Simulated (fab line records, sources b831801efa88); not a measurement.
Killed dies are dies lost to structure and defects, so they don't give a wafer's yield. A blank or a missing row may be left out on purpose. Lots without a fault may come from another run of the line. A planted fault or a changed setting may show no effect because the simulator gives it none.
fab line records | flow gf180mcu
record lots=6 wafers=18 last_day=34
route steps=602 shown V3@443 M4@456
lots that met no fault: from a run of the same line without faults
start_h: hours from the record's first day to the start of the lot's first wafer shown | wait_h: hours since the lot's step before | " the same as in the row above | L1.1+2: a row that stands for several wafers | - no value, or no start given | * or withheld: withheld | < > ~ a bound
route shown NAME@n: a module of which the file shows steps, and the number in the route of the first | usual: mean/standard deviation of fault-free wafers | same: alike in all rows | chamber/n: place in a boat | sites: the reading at each site | _std_site: their standard deviation | _edge_site: outer sites' mean less inner sites' | radius_mm: how far each site lies from the wafer's centre | mask NAME#n: copy n | behind: the tool/chamber that last shaped the wafer | hold: why the lot was held/for how many hours/how that ended | device: the transistor (n, p or np) that didn't switch | end of line: the same wafers' tests at the end of the route | a step without rows: its recipe alone | killed: dies lost to structure and defects at the first sort, not the wafer's yield | map: a wafer's dies, x killed, . not, _ none there
set.NAME: the setting as run; set.NAME@STEP: as run at that earlier step | model.NAME: the simulator's own value behind a step, which no gauge read
lots at some steps of the route; a table a step, a row a wafer
services: from which hour (start_h, from the record's first day; less than 0 if before it) a tool's chamber was out of use, for how many hours, and why
## steps
# step GF_V3_CD_MEAS_14
# recipe target_cd_nm=260
# usual cd_nm=260.3/1.6
# columns lot.wafer tool chamber start_h wait_h cd_nm
L240.1 cd_sem-02 - 566.35 0.1 261.6
L240.3 " - " " 261.5
L240.6 " - " " 262.2
L241.1 cd_sem-01 - 579.03 0.1 259.4
L241.4 " - " " 258.6
L241.5 " - " " 260.5
L249.1 cd_sem-02 - 644.71 0.1 261.2
L249.3 " - " " 260.2
L249.6 " - " " 260.3
L251.1 cd_sem-02 - 655.21 0.1 258.5
L251.3 " - " " 258.6
L251.5 " - " " 257.7
L252.2 cd_sem-01 - 662.22 0.1 258.4
L252.4 " - " " 258.7
L252.5 " - " " 258.3
L256.1 cd_sem-02 - 686.36 0.1 261.4
L256.3 " - " " 261.2
L256.5 " - " " 260.7
# step GF_V3_OVL_MEAS_15
# usual V3_OVL=-4/5.6
# columns lot.wafer tool chamber start_h wait_h V3_OVL[nm]
L240.1 overlay-02 - 566.47 0.1 -4
L240.3 " - " " -6
L240.6 " - " " 0
L241.1 overlay-02 - 579.15 0.1 -6
L241.4 " - " " -4
L241.5 " - " " 0
L249.1 overlay-02 - 644.83 0.1 -1
L249.3 " - " " 6
L249.6 " - " " -4
L251.1 overlay-01 - 655.33 0.1 -2
L251.3 " - " " 0
L251.5 " - " " -2
L252.2 overlay-01 - 662.33 0.1 -10
L252.4 " - " " -3
L252.5 " - " " -3
L256.1 overlay-02 - 686.48 0.1 -10
L256.3 " - " " -5
L256.5 " - " " -6
# step GF_V3_ETCH_16
# recipe chemistry=N2/H2 target_depth_a=withheld overetch_a=withheld time_s=withheld target=BARC ion_energy_ev=200 source_w=500 bias_w=100 pressure_mtorr=30 n2_flow_sccm=100 h2_flow_sccm=200
# usual drypump_motor_current_A=5.82/0.29 oes_product_au=0.855/0.0047 throttle_valve_pct=13.225/0.0089
# columns lot.wafer tool chamber start_h wait_h drypump_motor_current_A oes_product_au throttle_valve_pct
L240.1 rie_diel-04 3 566.51 0.0 5.70 0.854 13.233
L240.3 " 1 " " 5.70 0.844 13.218
L240.6 " 3 " " 5.70 0.858 13.206
L241.1 rie_diel-04 2 579.19 0.0 5.49 0.851 13.229
L241.4 " 3 " " 5.70 0.852 13.220
L241.5 " 2 " " 5.50 0.851 13.233
L249.1 rie_diel-01 2 644.86 0.0 5.65 0.858 13.220
L249.3 " 0 " " 6.47 0.851 13.228
L249.6 " 2 " " 5.65 0.860 13.230
L251.1 rie_diel-03 2 655.36 0.0 5.50 0.853 13.214
L251.3 " 1 " " 5.79 0.847 13.220
L251.5 " 1 " " 5.77 0.852 13.221
L252.2 rie_diel-03 3 662.36 0.0 6.04 0.858 13.221
L252.4 " 1 " " 5.78 0.852 13.236
L252.5 " 3 " " 6.04 0.850 13.234
L256.1 rie_diel-01 2 686.51 0.0 5.65 0.849 13.215
L256.3 " 0 " " 6.47 0.854 13.221
L256.5 " 0 " " 6.47 0.859 13.222
# step GF_V3_ETCH_17
# recipe chemistry=C4F8/O2/Ar mask_material=KrF target=SiO2 stop_on=TiN source_w=1500 bias_w=1200 pressure_mtorr=40 c4f8_flow_sccm=withheld O2_flow_sccm=6 Ar_flow_sccm=300 time_s=withheld target_depth_a=6350
# usual oes_product_au=0.856/0.0044
# columns lot.wafer tool chamber start_h wait_h oes_product_au
L240.1 rie_diel-04 3 - - 0.854
L240.3 " 1 " " 0.863
L240.6 " 3 " " 0.857
L241.1 rie_diel-04 2 - - 0.848
L241.4 " 3 " " 0.857
L241.5 " 2 " " 0.864
L249.1 rie_diel-01 2 - - 0.867
L249.3 " 0 " " 0.851
L249.6 " 2 " " 0.852
L251.1 rie_diel-03 2 - - 0.858
L251.3 " 1 " " 0.863
L251.5 " 1 " " 0.859
L252.2 rie_diel-03 3 - - 0.851
L252.4 " 1 " " 0.860
L252.5 " 3 " " 0.862
L256.1 rie_diel-01 2 - - 0.863
L256.3 " 0 " " 0.857
L256.5 " 0 " " 0.857
# step GF_V3_STRIP_18
# recipe chemistry=O2/N2 power_w=1400 pressure_mtorr=1500 platen_temp_c=250 o2_flow_sccm=3000 n2_flow_sccm=300 overash_fraction=0.5
# step GF_V3_STRIP_19
# recipe chemistry=post_etch_residue_remover time_s=1200 temp_c=72.5
# step GF_V3_CLEAN_20
# recipe chemistry=DIW dry=n2_spin
# step GF_V3_SPUTTER_21
# recipe material=Ti target_thk_nm=15 chamber_pressure_pa=5 power_w=2500 substrate_temp_c=200 time_s=80.02
# step GF_V3_SPUTTER_22
# recipe material=TiN target_thk_nm=10 chamber_pressure_pa=5 power_w=4000 time_s=40
# usual throttle_valve_pct=29.6/0.86
# columns lot.wafer tool chamber start_h wait_h throttle_valve_pct
L240.1 pvd_sputter-04 - 567.23 0.0 29.0
L240.3 " - " " 29.7
L240.6 " - " " 29.6
L241.1 pvd_sputter-04 - 579.91 0.0 28.4
L241.4 " - " " 28.8
L241.5 " - " " 29.6
L249.1 pvd_sputter-02 - 645.59 0.0 28.8
L249.3 " - " " 28.3
L249.6 " - " " 29.6
L251.1 pvd_sputter-04 - 656.11 0.0 28.3
L251.3 " - " " 29.8
L251.5 " - " " 29.9
L252.2 pvd_sputter-01 - 663.17 0.1 30.3
L252.4 " - " " 29.9
L252.5 " - " " 30.3
L256.1 pvd_sputter-04 - 687.25 0.0 29.7
L256.3 " - " " 29.5
L256.5 " - " " 28.9
# step GF_V3_CVD_23
# recipe material=W target_thk_nm=350 time_s=104.9 temp_c=400 pressure_torr=40
# usual chamber_pressure_Torr=39.99/0.087 heater_power_outer_w=550/54 heater_power_w=892/68
# columns lot.wafer tool chamber start_h wait_h chamber_pressure_Torr heater_power_outer_w heater_power_w
L240.1 cvd_w-02 0 567.27 0.0 40.08 581 930
L240.3 " 1 " " 40.01 473 798
L240.6 " 1 " " 39.94 468 792
L241.1 cvd_w-01 1 579.95 0.0 40.22 519 855
L241.4 " 1 " " 40.08 525 874
L241.5 " 1 " " 40.02 513 855
L249.1 cvd_w-01 1 645.63 0.0 40.01 507 891
L249.3 " 0 " " 40.10 587 945
L249.6 " 0 " " 40.02 600 978
L251.1 cvd_w-01 1 656.14 0.0 40.15 510 860
L251.3 " 1 " " 40.10 499 891
L251.5 " 1 " " 39.97 521 876
L252.2 cvd_w-01 1 663.25 0.0 40.05 530 862
L252.4 " 0 " " 39.93 595 956
L252.5 " 1 " " 40.02 529 899
L256.1 cvd_w-02 0 687.28 0.0 39.90 601 946
L256.3 " 0 " " 40.08 622 954
L256.5 " 1 " " 39.94 469 788
# step GF_V3_RS_MEAS_24
# recipe thk_meas_gauge=four-point-probe reads=W_of_V3_CVD_23+TiN_of_V3_SPUTTER_22+Ti_of_V3_SPUTTER_21
# usual V3_W_RS=0.328/0.0051
# columns lot.wafer tool chamber start_h wait_h V3_W_RS[ohm/sq]
L240.1 film_metro-03 - 567.38 0.1 0.338
L240.3 " - " " 0.328
L240.6 " - " " 0.324
L241.1 film_metro-01 - 580.06 0.1 0.334
L241.4 " - " " 0.332
L241.5 " - " " 0.333
L249.1 film_metro-01 - 645.74 0.1 0.331
L249.3 " - " " 0.327
L249.6 " - " " 0.319
L251.1 film_metro-04 - 656.26 0.1 0.333
L251.3 " - " " 0.331
L251.5 " - " " 0.334
L252.2 film_metro-04 - 663.38 0.1 0.338
L252.4 " - " " 0.325
L252.5 " - " " 0.333
L256.1 film_metro-03 - 687.40 0.1 0.332
L256.3 " - " " 0.326
L256.5 " - " " 0.322
# step GF_V3_THK_MEAS_25
# recipe thk_meas_gauge=xrf reads=W_of_V3_CVD_23
# usual V3_W_THK=355/6.2
# columns lot.wafer tool chamber start_h wait_h V3_W_THK[nm]
L240.1 film_metro-03 - 567.50 0.1 342
L240.3 " - " " 351
L240.6 " - " " 356
L241.1 film_metro-01 - 580.18 0.1 341
L241.4 " - " " 345
L241.5 " - " " 344
L249.1 film_metro-01 - 645.86 0.1 350
L249.3 " - " " 357
L249.6 " - " " 364
L251.1 film_metro-04 - 656.38 0.1 353
L251.3 " - " " 355
L251.5 " - " " 352
L252.2 film_metro-04 - 663.49 0.1 349
L252.4 " - " " 364
L252.5 " - " " 352
L256.1 film_metro-03 - 687.52 0.1 352
L256.3 " - " " 359
L256.5 " - " " 360
# step GF_V3_CMP_26
# recipe stop_on=SiO2 down_force_psi=3.5 platen_rpm=60 t_overpolish_s=15 target_thk_nm=0 pad_velocity_m_s=0.94248
# usual edge_zone_pressure_frac=1.001/0.005 motor_current_A=11.5/0.95 overpolish_run_s=15.001/0.0089 time_to_endpoint_s=84/4.6
# same t_overpolish_s=15
# columns lot.wafer tool chamber start_h wait_h edge_zone_pressure_frac motor_current_A overpolish_run_s time_to_endpoint_s
L240.1 cmp-01 1 567.56 0.1 1.001 10.9 14.995 88
L240.3 " 2 " " 0.996 11.9 0.039 129
L240.6 " 2 " " 0.992 11.3 0.048 130
L241.1 cmp-01 2 580.24 0.1 1.009 11.8 14.990 75
L241.4 " 0 " " 0.998 12.9 14.999 80
L241.5 " 2 " " 0.998 12.0 0.041 127
L249.3 cmp-02 0 645.92 0.0 0.998 10.1 14.986 83
L249.1 " 2 " " 1.001 10.8 15.001 88
L249.6 " 0 " " 1.007 10.3 15.006 83
L251.3 cmp-01 1 656.44 0.0 0.998 10.1 14.996 91
L251.1 " 3 " " 0.995 11.6 15.007 82
L251.5 " 1 " " 1.004 10.9 15.004 90
L252.2 cmp-02 3 663.64 0.1 0.994 11.0 15.001 78
L252.4 " 0 " " 1.004 10.1 14.988 77
L252.5 " 2 " " 1.001 11.1 14.999 84
L256.3 cmp-02 0 687.58 0.0 1.003 10.3 15.014 78
L256.1 " 1 " " 1.002 12.7 14.993 86
L256.5 " 0 " " 1.002 10.3 14.993 82
# step GF_M4_SPUTTER_00
# recipe material=Ti target_thk_nm=37.5 arriving_ion_energy_ev=80 substrate_temp_c=200 chamber_pressure_pa=2 power_w=4000 time_s=150
# usual throttle_valve_pct=29.5/0.89
# columns lot.wafer tool chamber start_h wait_h throttle_valve_pct
L240.1 pvd_sputter-02 - 567.86 0.2 29.7
L241.1 pvd_sputter-03 - 580.54 0.2 29.6
L241.4 " - " " 31.3
L249.1 pvd_sputter-02 - 646.22 0.1 28.2
L249.3 " - " " 29.2
L249.6 " - " " 29.1
L251.1 pvd_sputter-03 - 656.74 0.1 30.7
L251.3 " - " " 29.5
L251.5 " - " " 31.4
L252.2 pvd_sputter-04 - 663.84 0.1 28.4
L252.4 " - " " 29.5
L252.5 " - " " 29.1
L256.1 pvd_sputter-02 - 687.88 0.2 29.2
L256.3 " - " " 30.7
L256.5 " - " " 28.4
## services
# columns tool chamber start_h hours kind
pvd_sputter-03 - 553.62 14.8 repair
rie_diel-04 0 554.88 - clean
rie_diel-04 0 554.88 16.1 scheduled_down
rie_diel-04 0 554.88 16.1 vent_cycle
cmp-01 - 572.00 4.0 pm
cmp-02 - 572.63 1.8 repair
cmp-01 - 576.00 - consumable_replace:conditioner
cmp-01 - 576.00 - consumable_replace:pad
rie_diel-03 3 608.87 - clean
rie_diel-03 3 608.87 22.7 scheduled_down
rie_diel-03 3 608.87 22.7 vent_cycle
pvd_sputter-02 - 616.88 3.5 repair
cmp-02 - 630.34 0.5 repair
cvd_w-02 - 632.32 14.6 pm
rie_diel-01 0 637.65 4.5 repair
rie_diel-01 2 645.36 - clean
rie_diel-01 2 645.36 19.6 scheduled_down
rie_diel-01 2 645.36 19.6 vent_cycle
rie_diel-01 3 675.71 - clean
rie_diel-01 3 675.71 15.2 scheduled_down
rie_diel-01 3 675.71 15.2 vent_cycle
pvd_sputter-01 - 682.93 2.6 repair
## key
first_sign step=GF_V3_CMP_26 reading=overpolish_run_s direction=down sigmas=99+ usual=15.001 struck=0.043
effect step=GF_V3_CMP_26 reading=time_to_endpoint_s direction=up sigmas=9.5 usual=* struck=*
met_at GF_V3_CMP_26
struck_wafers L240.3,L240.6,L241.5
later_rows_left_out L240.3,L240.6,L241.5
sort_left_out L240.3,L240.6,L241.5
fault kind=process_parameter_drift tool=cmp-01 chamber=- onset_h=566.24 steps=GF_V3_CMP_26 channel=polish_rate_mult offset=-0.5 shape=step end_h=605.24 scope=struck_wafers_only
# sort_left_out: the simulated sort isn't trusted on such a fault, so these wafers' sort isn't shown, and their yield isn't known
# later_rows_left_out: the simulator's readings of these wafers behind a module that went badly wrong aren't trusted and aren't shown, but for the sort
